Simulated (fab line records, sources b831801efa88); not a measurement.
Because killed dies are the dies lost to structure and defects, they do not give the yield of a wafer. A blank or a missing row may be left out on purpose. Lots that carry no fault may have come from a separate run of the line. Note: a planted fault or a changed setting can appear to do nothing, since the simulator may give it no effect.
One fault through the eyes of 2 desks -- flow sky130 -- each desk has only its own numbers; what lay behind them comes last

## FROM THE METROLOGY DESK
What the gauges read for every lot (on any tool): the sampled wafers with a number, averaged. Any lot whose mean is over 4 standard deviations away from the usual mean is out of limits and marked OUT; that distance is given in the brackets.
Columns: A = POLY_GATE_OVL at SKY_POLY_GATE_OVL_MEAS_14, usual 1 nm; B = LDD_HVN_OVL at SKY_LDD_HVN_OVL_MEAS_07, usual -0.3 nm; C = LDD_HVN_TW at SKY_LDD_HVN_TW_MEAS_10, usual 1441
lot,first seen here,A,B,C
L650,day 18 16:07,0,1.7,1431
L651,day 18 19:06,-1,-0.8,1465
L653,day 18 23:52,3,-1.6,1457
L656,day 19 02:13,-7,-2.7,1428
L657,day 19 02:55,-6,-0.8,1433
L659,day 19 07:13,4,2.5,1432
L661,day 25 06:34,-0,-1.6,1456
L666,day 25 22:41,2,-1.8,1283 (-11) OUT
L665,day 26 02:50,13,2.7,1290 (-11) OUT
L668,day 26 09:19,-2,-0.9,1434
L670,day 26 09:55,-2,1.6,1459
L669,day 26 11:43,-4,0.7,1425
Finding of this desk: L665, L666 out of limits, first seen on L666 at day 29 19:33 (LDD_HVN_TW at SKY_LDD_HVN_TW_MEAS_10). L650, L651, L653, L656, L657, L659, L661, L668, L670, L669: within limits.

## FOR THE TOOL OWNER'S DESK: implanter-01
The tool's own readings at SKY_LDD_HVN_IMPLANT_08, given as means over the sampled wafers that have a number, one for each lot that went through this tool. Any lot whose mean is over 4 standard deviations away from the usual mean is out of limits and marked OUT; that distance is given in the brackets.
Columns: A = beam-energy-keV at SKY_LDD_HVN_IMPLANT_08, usual 59.998; B = end-station-pressure-torr at SKY_LDD_HVN_IMPLANT_08, usual 5.14e-06 Torr
lot,first seen here,A,B
L651,day 22 20:14,60.015,5.12e-06
L656,day 23 03:30,59.981,5.21e-06
L661,day 29 02:44,59.981,5.21e-06
L666,day 29 19:18,40.749 (-99 or more) OUT,5.33e-06
L665,day 29 20:19,40.728 (-99 or more) OUT,5.23e-06
This desk finds L665, L666 out of limits, L666 being first, at day 29 19:18 (beam-energy-keV at SKY_LDD_HVN_IMPLANT_08). L651, L656, L661: within limits.

## BROUGHT TOGETHER
The tool owner's desk could have raised an alarm at day 29 19:18, on L665, L666.
At day 29 19:33 the metrology desk could have sounded an alarm, on L665, L666.
The lots listed all ran SKY_LDD_HVN_IMPLANT_08 on implanter-01.

## WHAT HAD BEEN PUT IN BY THE SIMULATOR
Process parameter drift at SKY_LDD_HVN_IMPLANT_08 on implanter-01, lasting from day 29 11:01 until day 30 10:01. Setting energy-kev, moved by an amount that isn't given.
Struck lots among those shown: L665, L666.
Delay (hours) between the fault's onset and each desk's first out-of-limits reading: 8 at the tool owner's desk, 9 at the metrology desk.
